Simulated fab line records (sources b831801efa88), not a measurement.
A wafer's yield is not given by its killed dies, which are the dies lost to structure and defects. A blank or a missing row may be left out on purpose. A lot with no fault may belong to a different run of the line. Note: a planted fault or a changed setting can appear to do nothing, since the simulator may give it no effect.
fab line records	flow gf180mcu
record lots=24	wafers=72	lastDay=34
route steps=602 shown M3@412 V4@492 MIM@509 V5@556 PASSIVATION@601
lots untouched by any fault: they come from a run of this same line in which no faults occurred
startH: hours from the record's first day to the start of the lot's first wafer shown	waitH: time in hours since the lot's previous step	" same as the row above	L1.1+2: one row covering several wafers at once	- either no value or no given start	* or withheld: withheld	< > ~ a bound
route shown NAME@n: NAME is a module with steps in the file, n the number in the route of the first one	usual: the fault-free wafers' mean and standard deviation	same: alike in all rows	chamber/n: place in a boat	sites: each site's reading	_std_site: the values' standard deviation	_edge_site: inner sites' mean taken away from outer sites' mean	radiusMm: how far each site lies from the wafer's centre	mask NAME#n: copy n	behind: the tool/chamber that last shaped the wafer	hold: reason for holding the lot/hours on hold/outcome of the hold	device: the transistor (n, p or np) that didn't switch	end of line: tests run on the same wafers once the route is complete	a step given without rows: its recipe and nothing more	killed: at the first sort, the dies lost to defects and structure; wafer yield is something else	map: dies across one wafer; x = killed, . = not, _ = none there
set.NAME: the run value of the setting; set.NAME@STEP: its run value at that earlier step	model.NAME: the simulator's own value behind a step, which no gauge read
one table for each step of the route and one row for each wafer, over a sample of lots
services: when a tool's chamber went out of use (startH, in hours from the record's first day, below 0 if earlier), for how many hours, and the reason
## steps
# step GF_M3_SPUTTER_03
# recipe material=Ti	targetThkNm=10	substrateTempC=300	chamberPressurePa=0.3	powerW=3000	timeS=6.7
# usual throttleValvePct=30.4/1.1
lot.wafer	tool	chamber	startH	waitH	throttleValvePct
L074.3	pvdSputter-03	-	463.61	0.0	32.5
L074.5	"	-	"	"	30.4
L074.6	"	-	"	"	29.7
L075.1	pvdSputter-01	-	472.43	0.0	29.0
L075.5	"	-	"	"	29.0
L075.6	"	-	"	"	30.3
L076.1	pvdSputter-01	-	481.23	0.0	29.1
L076.4	"	-	"	"	29.1
L076.6	"	-	"	"	30.6
L077.2	pvdSputter-04	-	495.67	0.0	28.6
L077.5	"	-	"	"	31.5
L077.6	"	-	"	"	29.8
L078.1	pvdSputter-03	-	505.37	0.0	32.2
L078.2	"	-	"	"	30.5
L078.3	"	-	"	"	29.9
L079.1	pvdSputter-03	-	511.98	0.0	32.2
L079.4	"	-	"	"	32.4
L079.6	"	-	"	"	29.8
L080.2	pvdSputter-04	-	517.85	0.0	31.6
L080.3	"	-	"	"	30.5
L080.4	"	-	"	"	28.7
L081.1	pvdSputter-04	-	527.75	0.0	28.3
L081.5	"	-	"	"	31.5
L081.6	"	-	"	"	28.5
L082.1	pvdSputter-01	-	537.67	0.0	30.5
L082.3	"	-	"	"	30.9
L082.5	"	-	"	"	29.1
L083.3	pvdSputter-01	-	546.60	0.0	30.9
L083.5	"	-	"	"	31.0
L083.6	"	-	"	"	28.8
L084.1	pvdSputter-03	-	561.71	0.0	30.4
L084.5	"	-	"	"	32.3
L084.6	"	-	"	"	30.4
L085.1	pvdSputter-03	-	567.22	0.0	32.1
L085.3	"	-	"	"	32.0
L085.4	"	-	"	"	32.1
L086.1	pvdSputter-01	-	591.56	0.0	31.2
L086.4	"	-	"	"	30.4
L086.6	"	-	"	"	30.4
L088.2	pvdSputter-03	-	598.55	0.0	30.4
L088.5	"	-	"	"	32.3
L088.6	"	-	"	"	30.0
L087.1	pvdSputter-01	-	599.61	0.0	29.0
L087.4	"	-	"	"	30.4
L087.6	"	-	"	"	28.9
L089.2	pvdSputter-03	-	606.10	0.0	30.1
L089.4	"	-	"	"	30.2
L089.6	"	-	"	"	32.0
L090.1	pvdSputter-03	-	612.25	0.0	32.0
L090.5	"	-	"	"	32.3
L090.6	"	-	"	"	31.8
L092.1	pvdSputter-04	-	625.53	0.0	30.0
L092.3	"	-	"	"	28.6
L092.6	"	-	"	"	28.5
L091.2	pvdSputter-01	-	626.60	0.0	31.1
L091.5	"	-	"	"	28.9
L091.6	"	-	"	"	30.9
L094.1	pvdSputter-04	-	631.71	0.0	28.6
L094.2	"	-	"	"	31.4
L094.6	"	-	"	"	30.0
L093.3	pvdSputter-03	-	636.18	0.0	29.9
L093.5	"	-	"	"	30.2
L093.6	"	-	"	"	32.1
L095.2	pvdSputter-01	-	637.82	0.0	30.5
L095.3	"	-	"	"	30.9
L095.4	"	-	"	"	29.2
L096.3	pvdSputter-01	-	651.01	0.0	30.4
L096.5	"	-	"	"	30.9
L096.6	"	-	"	"	28.9
L097.1	pvdSputter-01	-	653.55	0.0	29.0
L097.4	"	-	"	"	30.8
L097.6	"	-	"	"	30.6
# step GF_V4_ETCH_16
# recipe chemistry=N2/H2	targetDepthA=withheld	overetchA=withheld	timeS=withheld	target=BARC	ionEnergyEv=200	sourceW=500	biasW=100	pressureMtorr=30	n2FlowSccm=100	h2FlowSccm=200
# usual drypumpMotorCurrentA=5.6/0.38	oesProductAu=0.855/0.0044	rfFwdPowerW=495.3/1.8	throttleValvePct=13.225/0.0088
lot.wafer	tool	chamber	startH	waitH	drypumpMotorCurrentA	oesProductAu	rfFwdPowerW	throttleValvePct
L074.3	rieDiel-02	0	561.86	0.0	6.0	0.849	494.2	13.214
L074.5	"	1	"	"	5.7	0.854	497.5	13.215
L074.6	"	0	"	"	6.0	0.857	497.7	13.229
L075.1	rieDiel-02	3	570.40	0.0	4.7	0.856	494.0	13.221
L075.5	"	3	"	"	4.8	0.855	496.6	13.239
L075.6	"	0	"	"	6.0	0.857	495.9	13.210
L076.1	rieDiel-02	1	576.93	0.0	5.7	0.866	497.3	13.226
L076.4	"	3	"	"	4.7	0.851	496.3	13.221
L076.6	"	2	"	"	5.5	0.860	494.2	13.231
L077.2	rieDiel-01	2	591.43	0.0	5.4	0.857	495.2	13.217
L077.5	"	3	"	"	5.8	0.851	495.0	13.232
L077.6	"	0	"	"	5.8	0.861	496.2	13.233
L078.1	rieDiel-02	3	599.60	0.0	4.7	0.850	494.8	13.221
L078.2	"	1	"	"	5.7	0.853	495.1	13.232
L078.3	"	2	"	"	5.5	0.852	495.7	13.230
L079.1	rieDiel-01	1	606.35	0.0	5.6	0.863	494.1	13.238
L079.4	"	3	"	"	5.8	0.847	492.7	13.227
L079.6	"	0	"	"	5.8	0.855	497.2	13.227
L080.2	rieDiel-01	3	610.70	0.0	5.8	0.854	492.9	13.219
L080.3	"	0	"	"	5.7	0.848	494.7	13.239
L080.4	"	1	"	"	5.6	0.854	496.4	13.240
L081.1	rieDiel-02	0	619.20	0.0	6.0	0.865	493.6	13.221
L081.5	"	2	"	"	5.5	0.863	497.3	13.206
L081.6	"	1	"	"	5.7	0.861	497.5	13.220
L082.1	rieDiel-02	1	629.83	0.0	5.7	0.854	497.8	13.227
L082.3	"	2	"	"	5.5	0.853	497.8	13.223
L082.5	"	0	"	"	6.0	0.855	493.8	13.223
L083.3	rieDiel-02	3	637.73	0.0	4.8	0.852	494.7	13.234
L083.5	"	0	"	"	6.0	0.852	495.3	13.224
L083.6	"	3	"	"	4.7	0.854	495.0	13.237
L084.1	rieDiel-03	2	650.13	0.0	6.3	0.854	494.8	13.218
L084.5	"	2	"	"	6.3	0.859	495.9	13.234
L084.6	"	1	"	"	5.9	0.853	499.5	13.222
L085.1	rieDiel-01	0	655.70	0.0	5.8	0.857	495.6	13.218
L085.3	"	2	"	"	5.4	0.855	494.3	13.205
L085.4	"	1	"	"	5.6	0.855	491.1	13.230
L086.1	rieDiel-01	0	677.35	0.0	5.8	0.855	495.2	13.234
L086.4	"	1	"	"	5.6	0.859	495.8	13.215
L086.6	"	0	"	"	5.8	0.848	494.5	13.220
L088.2	rieDiel-01	0	683.30	0.0	5.8	0.859	493.6	13.213
L088.5	"	0	"	"	5.8	0.855	495.1	13.223
L088.6	"	1	"	"	5.6	0.855	494.3	13.225
L087.1	rieDiel-02	0	684.20	0.0	6.0	0.856	494.8	13.228
L087.4	"	3	"	"	4.7	0.858	497.8	13.235
L087.6	"	3	"	"	4.8	0.860	495.6	13.230
L089.2	rieDiel-03	2	689.23	0.0	6.3	0.861	493.0	13.234
L089.4	"	3	"	"	5.5	0.854	494.1	13.220
L089.6	"	0	"	"	5.2	0.853	495.8	13.234
L090.1	rieDiel-01	0	695.78	0.0	5.7	0.854	497.0	13.218
L090.5	"	1	"	"	5.6	0.862	493.2	13.203
L090.6	"	0	"	"	5.8	0.863	499.0	13.216
L092.1	rieDiel-02	2	707.44	0.0	5.5	0.847	495.2	13.220
L092.3	"	3	"	"	4.8	0.856	496.6	13.239
L092.6	"	3	"	"	4.7	0.850	493.5	13.225
L091.2	rieDiel-02	0	708.86	0.0	6.0	0.858	495.1	13.217
L091.5	"	2	"	"	5.5	0.851	496.8	13.226
L091.6	"	3	"	"	4.7	0.856	493.1	13.227
L094.1	rieDiel-01	2	714.30	0.0	5.5	0.861	495.0	13.221
L094.2	"	1	"	"	5.6	0.855	492.5	13.223
L094.6	"	1	"	"	5.6	0.855	493.4	13.231
L093.3	rieDiel-03	3	717.70	0.0	5.5	0.859	494.4	13.236
L093.5	"	1	"	"	5.9	0.857	496.2	13.233
L093.6	"	2	"	"	6.3	0.851	494.0	13.225
L095.2	rieDiel-01	2	718.85	0.0	5.5	0.852	494.5	13.217
L095.3	"	1	"	"	5.6	0.855	495.6	13.234
L095.4	"	3	"	"	5.8	0.856	494.0	13.210
L096.3	rieDiel-01	3	730.13	0.0	5.8	0.851	494.0	13.200
L096.5	"	3	"	"	5.8	0.855	492.0	13.215
L096.6	"	2	"	"	5.4	0.857	493.7	13.207
L097.1	rieDiel-03	2	733.00	0.0	6.3	0.854	493.9	13.215
L097.4	"	0	"	"	5.2	0.847	495.5	13.228
L097.6	"	0	"	"	5.2	0.849	495.0	13.229
# step GF_MIM_THK_MEAS_06
# recipe reads=Si3N4_of_MIM_CVD_05
# usual MIM_CVD_05_THK=41.5/0.59
lot.wafer	tool	chamber	startH	waitH	MIM_CVD_05_THK[nm]
L074.3	filmMetro-04	-	563.61	0.0	41.7
L074.5	"	-	"	"	43.0
L074.6	"	-	"	"	42.1
L075.1	filmMetro-03	-	572.05	0.0	41.5
L075.5	"	-	"	"	42.4
L075.6	"	-	"	"	42.7
L076.1	filmMetro-03	-	578.61	0.1	41.6
L076.4	"	-	"	"	42.0
L076.6	"	-	"	"	41.9
L077.2	filmMetro-04	-	593.07	0.0	40.6
L077.5	"	-	"	"	42.5
L077.6	"	-	"	"	41.8
L078.1	filmMetro-04	-	601.22	0.0	41.0
L078.2	"	-	"	"	41.7
L078.3	"	-	"	"	41.1
L079.1	filmMetro-01	-	607.96	0.0	41.3
L079.4	"	-	"	"	42.0
L079.6	"	-	"	"	42.1
L080.2	filmMetro-04	-	612.32	0.0	40.3
L080.3	"	-	"	"	41.5
L080.4	"	-	"	"	40.5
L081.1	filmMetro-01	-	620.81	0.0	41.9
L081.5	"	-	"	"	42.1
L081.6	"	-	"	"	41.9
L082.1	filmMetro-03	-	636.16	0.0	40.8
L082.3	"	-	"	"	41.5
L082.5	"	-	"	"	42.2
L083.3	filmMetro-03	-	639.37	0.0	40.6
L083.5	"	-	"	"	41.7
L083.6	"	-	"	"	42.4
L084.1	filmMetro-04	-	651.75	0.0	41.1
L084.5	"	-	"	"	42.3
L084.6	"	-	"	"	42.0
L085.1	filmMetro-03	-	657.34	0.0	40.4
L085.3	"	-	"	"	41.6
L085.4	"	-	"	"	42.2
L086.1	filmMetro-04	-	679.03	0.0	41.1
L086.4	"	-	"	"	41.5
L086.6	"	-	"	"	41.8
L088.2	filmMetro-04	-	684.99	0.0	40.9
L088.5	"	-	"	"	41.8
L088.6	"	-	"	"	41.0
L087.1	filmMetro-03	-	685.81	0.0	41.7
L087.4	"	-	"	"	42.1
L087.6	"	-	"	"	41.6
L089.2	filmMetro-03	-	690.86	0.0	41.8
L089.4	"	-	"	"	42.1
L089.6	"	-	"	"	41.4
L090.1	filmMetro-04	-	697.44	0.0	40.9
L090.5	"	-	"	"	41.3
L090.6	"	-	"	"	41.6
L092.1	filmMetro-04	-	709.05	0.0	41.0
L092.3	"	-	"	"	41.2
L092.6	"	-	"	"	42.4
L091.2	filmMetro-03	-	710.68	0.0	41.2
L091.5	"	-	"	"	41.7
L091.6	"	-	"	"	42.8
L094.1	filmMetro-03	-	715.91	0.0	41.0
L094.2	"	-	"	"	42.1
L094.6	"	-	"	"	41.6
L093.3	filmMetro-01	-	719.33	0.0	40.4
L093.5	"	-	"	"	41.5
L093.6	"	-	"	"	41.2
L095.2	filmMetro-04	-	720.47	0.0	41.6
L095.3	"	-	"	"	40.9
L095.4	"	-	"	"	42.8
L096.3	filmMetro-03	-	731.82	0.0	40.8
L096.5	"	-	"	"	40.7
L096.6	"	-	"	"	41.8
L097.1	filmMetro-03	-	734.67	0.0	40.2
L097.4	"	-	"	"	41.4
L097.6	"	-	"	"	41.3
# step GF_MIM_SPUTTER_08
# recipe material=AlCu	targetThkNm=200	powerW=10600	timeS=10.6	chamberPressurePa=0.4
# usual throttleValvePct=30.1/1.1
lot.wafer	tool	chamber	startH	waitH	throttleValvePct
L074.3	pvdSputter-01	-	563.69	0.0	30.6
L074.5	"	-	"	"	30.8
L074.6	"	-	"	"	28.9
L075.1	pvdSputter-04	-	572.15	0.0	29.6
L075.5	"	-	"	"	30.4
L075.6	"	-	"	"	29.9
L076.1	pvdSputter-03	-	578.71	0.0	30.2
L076.4	"	-	"	"	30.4
L076.6	"	-	"	"	30.4
L077.2	pvdSputter-04	-	593.16	0.0	30.5
L077.5	"	-	"	"	31.7
L077.6	"	-	"	"	30.0
L078.1	pvdSputter-01	-	601.32	0.0	29.2
L078.2	"	-	"	"	29.0
L078.3	"	-	"	"	30.2
L079.1	pvdSputter-04	-	608.06	0.0	30.6
L079.4	"	-	"	"	31.1
L079.6	"	-	"	"	29.4
L080.2	pvdSputter-04	-	612.42	0.0	28.4
L080.3	"	-	"	"	30.2
L080.4	"	-	"	"	29.6
L081.1	pvdSputter-04	-	620.92	0.0	28.6
L081.5	"	-	"	"	28.6
L081.6	"	-	"	"	30.5
L082.1	pvdSputter-04	-	636.27	0.0	30.1
L082.3	"	-	"	"	31.6
L082.5	"	-	"	"	31.6
L083.3	pvdSputter-01	-	639.45	0.0	29.0
L083.5	"	-	"	"	29.0
L083.6	"	-	"	"	31.0
L084.1	pvdSputter-01	-	651.85	0.0	29.3
L084.5	"	-	"	"	29.0
L084.6	"	-	"	"	30.6
L085.1	pvdSputter-01	-	657.44	0.0	29.0
L085.3	"	-	"	"	28.9
L085.4	"	-	"	"	30.6
L086.1	pvdSputter-01	-	679.13	0.0	28.9
L086.4	"	-	"	"	30.3
L086.6	"	-	"	"	28.9
L088.2	pvdSputter-01	-	685.09	0.0	29.1
L088.5	"	-	"	"	29.0
L088.6	"	-	"	"	30.4
L087.1	pvdSputter-04	-	685.92	0.0	31.5
L087.4	"	-	"	"	30.2
L087.6	"	-	"	"	31.8
L089.2	pvdSputter-01	-	690.95	0.0	29.0
L089.4	"	-	"	"	31.0
L089.6	"	-	"	"	28.9
L090.1	pvdSputter-04	-	697.55	0.0	28.7
L090.5	"	-	"	"	29.9
L090.6	"	-	"	"	31.5
L092.1	pvdSputter-01	-	709.15	0.0	30.7
L092.3	"	-	"	"	28.9
L092.6	"	-	"	"	30.9
L091.2	pvdSputter-04	-	710.78	0.0	31.6
L091.5	"	-	"	"	29.9
L091.6	"	-	"	"	30.6
L094.1	pvdSputter-01	-	716.01	0.0	30.4
L094.2	"	-	"	"	29.0
L094.6	"	-	"	"	30.4
L093.3	pvdSputter-04	-	719.41	0.0	30.1
L093.5	"	-	"	"	31.4
L093.6	"	-	"	"	28.4
L095.2	pvdSputter-03	-	720.57	0.0	30.1
L095.3	"	-	"	"	32.1
L095.4	"	-	"	"	32.2
L096.3	pvdSputter-03	-	731.90	0.0	31.8
L096.5	"	-	"	"	32.0
L096.6	"	-	"	"	32.2
L097.1	pvdSputter-04	-	734.77	0.0	30.5
L097.4	"	-	"	"	31.5
L097.6	"	-	"	"	29.8
# step GF_V5_ETCH_16
# recipe chemistry=N2/H2	targetDepthA=withheld	overetchA=withheld	timeS=withheld	target=BARC	ionEnergyEv=204.9	sourceW=500	biasW=100	pressureMtorr=30	n2FlowSccm=100	h2FlowSccm=200
# usual drypumpMotorCurrentA=5.6/0.4	oesProductAu=0.854/0.0049	rfFwdPowerW=494.9/1.8	throttleValvePct=13.225/0.0088
lot.wafer	tool	chamber	startH	waitH	drypumpMotorCurrentA	oesProductAu	rfFwdPowerW	throttleValvePct
L074.3	rieDiel-01	0	628.95	0.0	5.7	0.848	495.8	13.210
L074.5	"	3	"	"	5.8	0.858	494.0	13.231
L074.6	"	2	"	"	5.4	0.850	495.7	13.234
L075.1	rieDiel-04	1	636.45	0.0	6.3	0.860	494.4	13.251
L075.5	"	2	"	"	5.9	0.855	496.1	13.236
L075.6	"	1	"	"	6.3	0.857	494.1	13.237
L076.1	rieDiel-01	0	643.63	0.0	5.7	0.851	496.4	13.199
L076.4	"	2	"	"	5.5	0.848	493.9	13.214
L076.6	"	2	"	"	5.4	0.853	491.4	13.237
L077.2	rieDiel-02	2	656.89	0.0	5.5	0.847	494.2	13.224
L077.5	"	1	"	"	5.7	0.853	496.6	13.234
L077.6	"	2	"	"	5.5	0.860	493.9	13.230
L078.1	rieDiel-01	1	663.90	0.0	5.6	0.852	496.8	13.224
L078.2	"	2	"	"	5.4	0.847	494.2	13.217
L078.3	"	0	"	"	5.7	0.857	495.3	13.226
L079.1	rieDiel-02	2	670.20	0.0	5.5	0.841	497.5	13.232
L079.4	"	2	"	"	5.5	0.855	494.5	13.217
L079.6	"	3	"	"	4.7	0.853	496.4	13.236
L080.2	rieDiel-01	0	673.98	0.0	5.8	0.857	495.8	13.235
L080.3	"	1	"	"	5.6	0.845	494.5	13.210
L080.4	"	0	"	"	5.7	0.858	495.8	13.215
L081.1	rieDiel-04	3	681.09	0.0	5.5	0.858	493.5	13.223
L081.5	"	2	"	"	5.9	0.846	498.0	13.235
L081.6	"	3	"	"	5.5	0.854	493.1	13.229
L082.1	rieDiel-02	2	696.36	0.0	5.5	0.862	494.8	13.222
L082.3	"	3	"	"	4.7	0.852	496.6	13.221
L082.5	"	1	"	"	5.7	0.854	495.9	13.245
L083.3	rieDiel-04	3	699.44	0.0	5.4	0.858	492.6	13.218
L083.5	"	0	"	"	5.5	0.849	492.1	13.237
L083.6	"	3	"	"	5.5	0.850	491.9	13.237
L084.1	rieDiel-04	1	709.49	0.0	6.3	0.863	492.4	13.248
L084.5	"	2	"	"	5.9	0.856	497.2	13.224
L084.6	"	1	"	"	6.3	0.860	493.3	13.224
L085.1	rieDiel-02	1	715.19	0.0	5.6	0.855	494.7	13.233
L085.3	"	3	"	"	4.8	0.861	496.4	13.233
L085.4	"	0	"	"	6.0	0.856	494.2	13.220
L086.1	rieDiel-04	2	734.67	0.0	5.9	0.853	497.9	13.232
L086.4	"	1	"	"	6.4	0.862	496.6	13.232
L086.6	"	1	"	"	6.4	0.855	494.8	13.225
L088.2	rieDiel-02	3	740.19	0.0	4.7	0.854	494.2	13.214
L088.5	"	3	"	"	4.8	0.858	493.9	13.236
L088.6	"	2	"	"	5.5	0.860	497.3	13.222
L087.1	rieDiel-02	2	741.44	0.0	5.5	0.847	497.8	13.217
L087.4	"	2	"	"	5.5	0.854	498.7	13.227
L087.6	"	3	"	"	4.7	0.853	495.8	13.221
L089.2	rieDiel-04	2	745.89	0.0	5.9	0.856	494.8	13.220
L089.4	"	3	"	"	5.5	0.857	492.6	13.227
L089.6	"	1	"	"	6.3	0.852	491.1	13.224
L090.1	rieDiel-02	3	750.94	0.0	4.7	0.853	495.5	13.238
L090.5	"	2	"	"	5.5	0.858	494.7	13.208
L090.6	"	1	"	"	5.7	0.863	493.6	13.229
L092.1	rieDiel-02	1	763.05	0.0	5.7	0.845	495.6	13.210
L092.3	"	0	"	"	6.0	0.855	494.2	13.223
L092.6	"	1	"	"	5.7	0.849	495.1	13.236
L091.2	rieDiel-02	1	764.09	0.0	5.7	0.862	496.6	13.219
L091.5	"	3	"	"	4.8	0.855	495.8	13.226
L091.6	"	2	"	"	5.5	0.859	495.4	13.222
L094.1	rieDiel-04	0	770.24	0.0	5.5	0.857	493.9	13.220
L094.2	"	2	"	"	5.9	0.841	496.5	13.225
L094.6	"	0	"	"	5.6	0.856	495.3	13.229
L093.3	rieDiel-01	0	772.63	0.0	5.7	0.855	491.2	13.230
L093.5	"	0	"	"	5.8	0.858	492.5	13.227
L093.6	"	2	"	"	5.5	0.863	492.3	13.227
L095.2	rieDiel-02	3	773.58	0.0	4.8	0.858	494.8	13.212
L095.3	"	0	"	"	6.0	0.854	496.4	13.232
L095.4	"	1	"	"	5.7	0.855	494.1	13.232
L096.3	rieDiel-02	3	782.34	0.0	4.8	0.856	497.1	13.220
L096.5	"	2	"	"	5.5	0.852	496.9	13.228
L096.6	"	3	"	"	4.8	0.858	496.5	13.223
L097.1	rieDiel-01	3	785.48	0.0	5.8	0.851	494.3	13.223
L097.4	"	0	"	"	5.8	0.860	496.6	13.208
L097.6	"	0	"	"	5.7	0.854	497.1	13.213
# step GF_PASSIVATION_BOW_MEAS_14
# recipe mode=bow
# usual PASSIVATION_BOW=138/11
lot.wafer	tool	chamber	startH	waitH	PASSIVATION_BOW[um]
L074.3	filmMetro-03	-	673.43	0.0	146
L074.5	"	-	"	"	125
L074.6	"	-	"	"	140
L075.1	filmMetro-01	-	682.08	0.0	129
L075.5	"	-	"	"	140
L075.6	"	-	"	"	156
L076.1	filmMetro-01	-	686.86	0.0	135
L076.4	"	-	"	"	138
L076.6	"	-	"	"	135
L077.2	filmMetro-02	-	698.98	0.0	127
L077.5	"	-	"	"	136
L077.6	"	-	"	"	140
L078.1	filmMetro-01	-	705.86	0.0	149
L078.2	"	-	"	"	133
L078.3	"	-	"	"	130
L079.1	filmMetro-01	-	710.56	0.0	138
L079.4	"	-	"	"	136
L079.6	"	-	"	"	129
L080.2	filmMetro-02	-	716.58	0.0	144
L080.3	"	-	"	"	153
L080.4	"	-	"	"	131
L081.1	filmMetro-02	-	723.26	0.0	110
L081.5	"	-	"	"	115
L081.6	"	-	"	"	115
L082.1	filmMetro-03	-	737.41	0.0	138
L082.3	"	-	"	"	141
L082.5	"	-	"	"	123
L083.3	filmMetro-02	-	739.51	0.0	123
L083.5	"	-	"	"	135
L083.6	"	-	"	"	134
L084.1	filmMetro-01	-	748.66	0.0	113
L084.5	"	-	"	"	117
L084.6	"	-	"	"	121
L085.1	filmMetro-02	-	754.21	0.0	173
L085.3	"	-	"	"	161
L085.4	"	-	"	"	155
L086.1	filmMetro-02	-	773.56	0.0	141
L086.4	"	-	"	"	150
L086.6	"	-	"	"	144
L088.2	filmMetro-03	-	777.78	0.0	148
L088.5	"	-	"	"	153
L088.6	"	-	"	"	146
L087.1	filmMetro-03	-	778.62	0.0	132
L087.4	"	-	"	"	136
L087.6	"	-	"	"	136
L089.2	filmMetro-03	-	783.43	0.0	140
L089.4	"	-	"	"	136
L089.6	"	-	"	"	137
L090.1	filmMetro-02	-	789.21	0.0	125
L090.5	"	-	"	"	130
L090.6	"	-	"	"	114
L092.1	filmMetro-03	-	799.46	0.0	153
L092.3	"	-	"	"	140
L092.6	"	-	"	"	132
L091.2	filmMetro-01	-	800.48	0.0	136
L091.5	"	-	"	"	154
L091.6	"	-	"	"	148
L094.1	filmMetro-03	-	806.16	0.0	127
L094.2	"	-	"	"	137
L094.6	"	-	"	"	130
L093.3	filmMetro-02	-	809.06	0.1	139
L093.5	"	-	"	"	135
L093.6	"	-	"	"	141
L095.2	filmMetro-01	-	809.29	0.0	155
L095.3	"	-	"	"	144
L095.4	"	-	"	"	146
L096.3	filmMetro-03	-	817.59	0.0	140
L096.5	"	-	"	"	133
L096.6	"	-	"	"	137
L097.1	filmMetro-03	-	819.85	0.0	146
L097.4	"	-	"	"	143
L097.6	"	-	"	"	142
## services
tool	chamber	startH	hours	kind
rieDiel-04	0	454.15	3.8	repair
rieDiel-04	1	465.31	7.5	repair
rieDiel-01	2	510.28	4.2	repair
pvdSputter-01	-	525.14	7.5	repair
rieDiel-01	3	526.49	5.6	repair
rieDiel-01	1	538.83	2.6	repair
rieDiel-03	3	545.44	1.8	repair
rieDiel-01	0	551.28	17.2	repair
rieDiel-01	-	569.22	2.8	pm
pvdSputter-04	-	595.17	2.0	repair
rieDiel-03	1	599.07	5.2	repair
rieDiel-04	-	608.30	5.1	repair
rieDiel-03	1	630.14	6.0	repair
rieDiel-02	0	666.78	6.7	repair
rieDiel-01	2	667.14	46.7	repair
rieDiel-04	3	675.81	2.4	repair
rieDiel-01	0	687.18	4.9	repair
rieDiel-04	-	690.12	2.8	pm
pvdSputter-03	-	700.07	2.1	repair
rieDiel-03	-	707.69	2.8	pm
rieDiel-02	0	738.00	6.0	repair
rieDiel-01	1	755.72	13.1	repair
rieDiel-02	0	763.89	7.3	repair
rieDiel-01	3	767.38	10.1	repair
## key
fault none
